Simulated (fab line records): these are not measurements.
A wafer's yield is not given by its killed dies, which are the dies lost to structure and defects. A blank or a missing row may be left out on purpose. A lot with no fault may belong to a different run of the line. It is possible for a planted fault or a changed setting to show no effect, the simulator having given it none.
Chamber matching / flow sky130 / SKY_SONOS_ONO_ETCH_15 on rie diel-03: 4 sister chambers
The step etches the open film in CHF3/O2, target depth 19.52 nm, time 7.8 s. 4 wafers are shown with their chamber, then 7 later ones without.

== EACH WAFER AND ITS CHAMBER ==
wafer=L816.3; chamber=2; rf fwd power W (W)=591.3
wafer=L817.3; chamber=3; rf fwd power W (W)=588.8
wafer=L822.3; chamber=1; rf fwd power W (W)=588.7
wafer=L822.4; chamber=0; rf fwd power W (W)=593.4

== WAFERS WITHOUT THEIR CHAMBER ==
wafer=L822.6; rf fwd power W (W)=593.3
wafer=L823.2; rf fwd power W (W)=588.8
wafer=L823.3; rf fwd power W (W)=587.8
wafer=L823.5; rf fwd power W (W)=589.8
wafer=L831.1; rf fwd power W (W)=584.2
wafer=L831.2; rf fwd power W (W)=592.3
wafer=L831.6; rf fwd power W (W)=593.8

== EACH ONE'S CHAMBER ==
wafer=L822.6; from the rows above=can't be placed: 0 or 2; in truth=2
wafer=L823.2; from the rows above=can't be placed: 3 or 1 or 2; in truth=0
wafer=L823.3; from the rows above=can't be placed: 1 or 3 or 2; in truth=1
wafer=L823.5; from the rows above=can't be placed: 3 or 1 or 2 or 0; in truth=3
wafer=L831.1; from the rows above=can't be placed: 1 or 3 or 2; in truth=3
wafer=L831.2; from the rows above=can't be placed: 2 or 0 or 3 or 1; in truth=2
wafer=L831.6; from the rows above=can't be placed: 0 or 2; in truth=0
0 of 7 placed correctly. These rows do not allow placing 7 (true chamber among the candidates in 6). Wrongly placed: 0.
How it was worked out, from the rows above alone: a wafer's distance from a chamber is the root of the sum, over the readings, of the square of ((its reading less the chamber's mean) divided by the reading's scatter). The wafer belongs to the nearest chamber; if the next one is less than 2 further off, it can't be placed. The mean given for a chamber averages the wafers shown for that chamber. The scatter: root of mean squared gap, hidden wafer to nearest shown wafer, with one shown wafer a chamber.
